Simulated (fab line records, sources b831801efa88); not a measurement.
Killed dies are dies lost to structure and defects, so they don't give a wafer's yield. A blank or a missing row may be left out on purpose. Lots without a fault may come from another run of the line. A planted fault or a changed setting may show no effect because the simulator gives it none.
Which tool did it? | flow sky130 | 24 lots, 72 wafers sampled, at 3 steps of a route of 708

WHAT THE GAUGES READ, wafer by wafer
SKY_VIA1_RS_MEAS_22: measures by four-point-probe.
lot  | measured     | on            | VIA1_W_RS (ohm/sq)
L074 | day 33 18:14 | film_metro-04 | 0.414 0.422 0.418
L077 | day 34 23:01 | film_metro-02 | 0.427 0.415 0.426
L075 | day 34 23:48 | film_metro-02 | 0.426 0.417 0.434
L076 | day 35 00:35 | film_metro-02 | 0.423 0.425 0.414
L078 | day 35 11:00 | film_metro-04 | 0.430 0.417 0.426
L079 | day 35 13:00 | film_metro-02 | 0.414 0.429 0.426
L080 | day 35 21:10 | film_metro-02 | 0.430 0.429 0.433
L081 | day 35 23:14 | film_metro-04 | 0.427 0.429 0.431
L082 | day 36 13:40 | film_metro-02 | 0.430 0.427 0.429
L083 | day 36 18:29 | film_metro-03 | 0.430 0.424 0.424
L084 | day 37 08:33 | film_metro-04 | 0.421 0.427 0.429
L085 | day 37 18:17 | film_metro-04 | 0.417 0.417 0.417
L086 | day 37 22:55 | film_metro-02 | 0.424 0.424 0.433
L088 | day 39 15:17 | film_metro-04 | 0.431 0.430 0.434
L087 | day 39 17:26 | film_metro-03 | 0.429 0.433 0.429
L090 | day 39 19:05 | film_metro-03 | 0.435 0.435 0.431
L092 | day 39 20:21 | film_metro-04 | 0.427 0.423 0.428
L089 | day 39 20:38 | film_metro-04 | 0.419 0.431 0.431
L091 | day 39 21:05 | film_metro-03 | 0.433 0.425 0.434
L093 | day 39 22:57 | film_metro-04 | 0.429 0.430 0.431
L094 | day 40 09:38 | film_metro-02 | 0.425 0.414 0.428
L096 | day 41 11:32 | film_metro-04 | 0.414 0.416 0.430
L095 | day 41 13:19 | film_metro-03 | 0.424 0.428 0.413
L097 | day 41 15:19 | film_metro-04 | 0.429 0.418 0.431

WHICH TOOL RAN EACH LOT (tool, then ch and the chambers of the sampled wafers, then the start)
lot  | SKY_POLY_CUT_ETCH_11               | SKY_METAL1_SPUTTER_03
L074 | rie_diel-02 ch 0,1,2, day 24 00:20 | pvd_sputter-03, day 31 09:13
L077 | rie_diel-04 ch 2,3, day 25 07:47   | pvd_sputter-03, day 32 15:07
L075 | rie_diel-01 ch 0,2,3, day 25 08:14 | pvd_sputter-03, day 32 16:50
L076 | rie_diel-04 ch 0,3, day 25 08:22   | pvd_sputter-02, day 32 17:14
L078 | rie_diel-01 ch 0,1,3, day 25 18:17 | pvd_sputter-03, day 33 03:35
L079 | rie_diel-04 ch 1,2, day 25 23:20   | pvd_sputter-03, day 33 06:43
L080 | rie_diel-04 ch 0,2,3, day 26 07:02 | pvd_sputter-02, day 33 13:01
L081 | rie_diel-02 ch 0,1,3, day 26 09:35 | pvd_sputter-03, day 33 15:17
L082 | rie_diel-02 ch 0,1,2, day 26 23:59 | pvd_sputter-04, day 34 06:25
L083 | rie_diel-01 ch 0,1,2, day 27 04:45 | pvd_sputter-03, day 34 11:07
L084 | rie_diel-04 ch 0,3, day 27 20:08   | pvd_sputter-02, day 35 00:01
L085 | rie_diel-02 ch 1,2, day 28 05:38   | pvd_sputter-04, day 35 10:37
L086 | rie_diel-01 ch 0,1, day 28 14:53   | pvd_sputter-02, day 35 15:43
L088 | rie_diel-02 ch 1,2,3, day 30 08:33 | pvd_sputter-04, day 37 10:19
L087 | rie_diel-01 ch 0,2,3, day 30 12:35 | pvd_sputter-02, day 37 12:39
L090 | rie_diel-02 ch 0,2,3, day 30 12:51 | pvd_sputter-04, day 37 13:23
L092 | rie_diel-04 ch 1,2,3, day 30 12:56 | pvd_sputter-03, day 37 14:34
L089 | rie_diel-01 ch 0,2,3, day 30 13:30 | pvd_sputter-04, day 37 15:37
L091 | rie_diel-04 ch 0,1, day 30 14:23   | pvd_sputter-03, day 37 15:52
L093 | rie_diel-01 ch 0,1,3, day 30 17:26 | pvd_sputter-03, day 37 17:40
L094 | rie_diel-02 ch 2,3, day 31 07:08   | pvd_sputter-02, day 38 06:35
L096 | rie_diel-01 ch 1,2,3, day 32 12:33 | pvd_sputter-03, day 39 09:22
L095 | rie_diel-02 ch 2,3, day 32 14:32   | pvd_sputter-02, day 39 10:18
L097 | rie_diel-01 ch 0,2, day 32 15:30   | pvd_sputter-04, day 39 11:41
- SKY_POLY_CUT_ETCH_11: etches Si3N4 in CF4/CH2F2/Ar, stops on poly-Si, time 42.5 s, target depth 60 nm.
- SKY_METAL1_SPUTTER_03: material Ti, target thk 5 nm, time 3.3 s.

WHAT THE TOOLS THEMSELVES READ (means of the sampled wafers that have a number; where no wafer has one, the mark that the record gives instead)
SKY_POLY_CUT_ETCH_11.
lot  | tool        | chamber_pressure_mTorr (mTorr) | drypump_motor_current_A (A) | oes_product_au (a.u.) | throttle_valve_pct (%)
L074 | rie_diel-02 | 40.01                          | 5.2                         | 0.825                 | 14.993
L077 | rie_diel-04 | 40.02                          | 6.5                         | 0.833                 | 14.993
L075 | rie_diel-01 | 40.00                          | 6.0                         | 0.832                 | 14.997
L076 | rie_diel-04 | 40.03                          | 5.9                         | 0.834                 | 14.995
L078 | rie_diel-01 | 40.03                          | 6.0                         | 0.831                 | 14.990
L079 | rie_diel-04 | 40.03                          | 5.9                         | 0.832                 | 14.988
L080 | rie_diel-04 | 40.01                          | 6.2                         | 0.823                 | 15.000
L081 | rie_diel-02 | 40.03                          | 5.3                         | 0.821                 | 14.995
L082 | rie_diel-02 | 40.01                          | 5.2                         | 0.828                 | 14.986
L083 | rie_diel-01 | 39.96                          | 6.1                         | 0.827                 | 14.987
L084 | rie_diel-04 | 40.02                          | 5.9                         | 0.834                 | 14.988
L085 | rie_diel-02 | 40.02                          | 5.1                         | 0.835                 | 14.992
L086 | rie_diel-01 | 39.98                          | 5.9                         | 0.836                 | 15.007
L088 | rie_diel-02 | 40.01                          | 5.2                         | 0.829                 | 14.993
L087 | rie_diel-01 | 39.99                          | 6.0                         | 0.835                 | 14.986
L090 | rie_diel-02 | 40.00                          | 5.4                         | 0.829                 | 14.992
L092 | rie_diel-04 | 40.00                          | 6.1                         | 0.829                 | 14.995
L089 | rie_diel-01 | 40.01                          | 6.0                         | 0.836                 | 15.001
L091 | rie_diel-04 | 39.98                          | 5.7                         | 0.836                 | 14.994
L093 | rie_diel-01 | 39.97                          | 6.0                         | 0.840                 | 14.994
L094 | rie_diel-02 | 40.02                          | 5.3                         | 0.840                 | 14.997
L096 | rie_diel-01 | 39.99                          | 6.2                         | 0.832                 | 14.988
L095 | rie_diel-02 | 40.01                          | 5.3                         | 0.837                 | 14.990
L097 | rie_diel-01 | 40.00                          | 6.0                         | 0.840                 | 14.988

SKY_METAL1_SPUTTER_03.
lot  | tool           | throttle_valve_pct (%)
L074 | pvd_sputter-03 | 29.9
L077 | pvd_sputter-03 | 29.6
L075 | pvd_sputter-03 | 29.9
L076 | pvd_sputter-02 | 30.6
L078 | pvd_sputter-03 | 29.3
L079 | pvd_sputter-03 | 29.3
L080 | pvd_sputter-02 | 30.5
L081 | pvd_sputter-03 | 29.8
L082 | pvd_sputter-04 | 30.2
L083 | pvd_sputter-03 | 29.2
L084 | pvd_sputter-02 | 30.1
L085 | pvd_sputter-04 | 30.1
L086 | pvd_sputter-02 | 30.5
L088 | pvd_sputter-04 | 30.2
L087 | pvd_sputter-02 | 30.2
L090 | pvd_sputter-04 | 30.0
L092 | pvd_sputter-03 | 29.8
L089 | pvd_sputter-04 | 30.5
L091 | pvd_sputter-03 | 29.9
L093 | pvd_sputter-03 | 29.9
L094 | pvd_sputter-02 | 30.7
L096 | pvd_sputter-03 | 29.5
L095 | pvd_sputter-02 | 30.3
L097 | pvd_sputter-04 | 30.3

THE ANSWER, worked out from the rows above alone
Rule: what is usual is taken from the lots themselves. Put in order of their means at a reading, lots are off if they are a third of the lots or fewer, leave a main group of 4 or more, and stand apart from it by a gap of 3 or more times the standard deviation of the main group's means; of several such gaps the widest counts. A main group whose means are all the same, to the digits that the tables above print for the reading, isn't used. A lot without any number at a reading at which 4 lots or more have one is off too. The other lots that the step has rows for count as sound. The gauges are gone through in route order, then the tools' own readings, and for those a lot's mean is taken as printed above. The first step at which some lot is off is used, and at that step the reading that is off furthest; a lot without a number counts as furthest.
No lot is off at any reading shown: from this, nothing can be told.

WHAT THE SIMULATOR HAD PUT IN
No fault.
